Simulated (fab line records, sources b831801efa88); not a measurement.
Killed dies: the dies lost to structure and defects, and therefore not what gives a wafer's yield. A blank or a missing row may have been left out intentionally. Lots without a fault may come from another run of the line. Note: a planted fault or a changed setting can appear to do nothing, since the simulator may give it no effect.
Code-filled problem report in 8D (eight disciplines) form / flow sfq line / the parts of the form that need people (team, actions taken, sign-off) are left out

== 1. THE PROBLEM ==
run length s at SFQ_TRILAYER_I7_DEP_PECVD_183 reads a mean of 145.4 s on 2 wafers of 2 lots; wafers without a fault read 139.1 s with a standard deviation of 0.59. Relative to the usual mean, that is a shift of +11 standard deviations.
The step: deposits SiO2 from SiH4/N2O, time 111.11 s, target thk 500 nm.
First seen on wafer L599.5, day 79 08:27, on pecvd-03. At this step, 41 wafers from 14 lots have a number in the record. Rule for "out" (also "out of limits"): further than 4 standard deviations from the usual mean. All remaining wafers that have a number are taken as sound.

== 2. WHAT THIS IS AND IS NOT ==
question=which readings at this step | is=run length s | is not=chamber pressure Torr, heater power outer w, heater power w, throttle valve pct
question=which lots | is=L599, L602 | is not=L584, L587, L588, L589, L590, L591, L595, L598, L600, L605, L606, L607
question=which wafers of those lots | is=L599.5, L602.6 | is not=L599.1, L602.1, L602.4
question=read on which tools | is=pecvd-03 | is not=pecvd-01, pecvd-04
question=when | is=from day 79 08:27 | is not=up to then (25 sound wafers); but 14 sound wafers of L600, L602, L605, L606, L607 came after

== 3. THE SUSPECTS, EACH WITH WHAT RULES IT OUT ==
Counting: if a tool at a process step up to the reading ran every lot that is out, it stays a suspect. Sound lots after the first of them don't rule it out here, since some wafers of a struck lot are sound.
- pecvd-03 at SFQ_TRILAYER_I7_DEP_PECVD_183 (deposits SiO2 from SiH4/N2O, time 111.11 s, target thk 500 nm): kept. Ran every lot that is out, first one L599 (day 79 08:27); last sound lot up to then L598 (day 79 06:07). Its own readings are out on those wafers: run length s.
After counting, what remains is pecvd-03 at SFQ_TRILAYER_I7_DEP_PECVD_183.

== 4. THE CAUSE (what the simulator had put in) ==
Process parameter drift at SFQ_TRILAYER_I7_DEP_PECVD_183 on pecvd-03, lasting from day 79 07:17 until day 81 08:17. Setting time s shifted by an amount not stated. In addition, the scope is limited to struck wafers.
After counting, this tool was the only one left.

== 5. THE CHAIN OF EFFECTS, in route order ==
Each row: a reading whose mean over the struck wafers that have a number lies more than 3 standard deviations from the usual. Only readings for which the record gives a usual standard deviation are gone through. hours: the time from each lot's start at the first step in this table that gives one to its start at this step, as a median over the lots. sigmas: the change in usual standard deviations.
hours=0; step=SFQ_TRILAYER_I7_DEP_PECVD_183; reading=run length s; usual=139.1 s; on struck wafers=145.4; change=+6.3; sigmas=+11
hours=19; step=SFQ_TRILAYER_I7_CMP_CMP_184; reading=time to endpoint s; usual=219 s; on struck wafers=255; change=+36; sigmas=+4.3
It contains these process steps:
- SFQ_TRILAYER_I7_DEP_PECVD_183: deposits SiO2 from SiH4/N2O, time 111.11 s, target thk 500 nm.
- SFQ_TRILAYER_I7_CMP_CMP_184: polishes SiO2.
Later measuring or inspecting steps at which every struck wafer that the step has a row for has a number for every such reading, and none has moved that far: SFQ_I7_BOW_MEAS_946, SFQ_I7_OVL_MEAS_947.

== 6. HOW IT WOULD HAVE BEEN CAUGHT EARLIER ==
In this record the first reading out of limits was taken at day 79 08:27, 1 hour after the fault began at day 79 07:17.
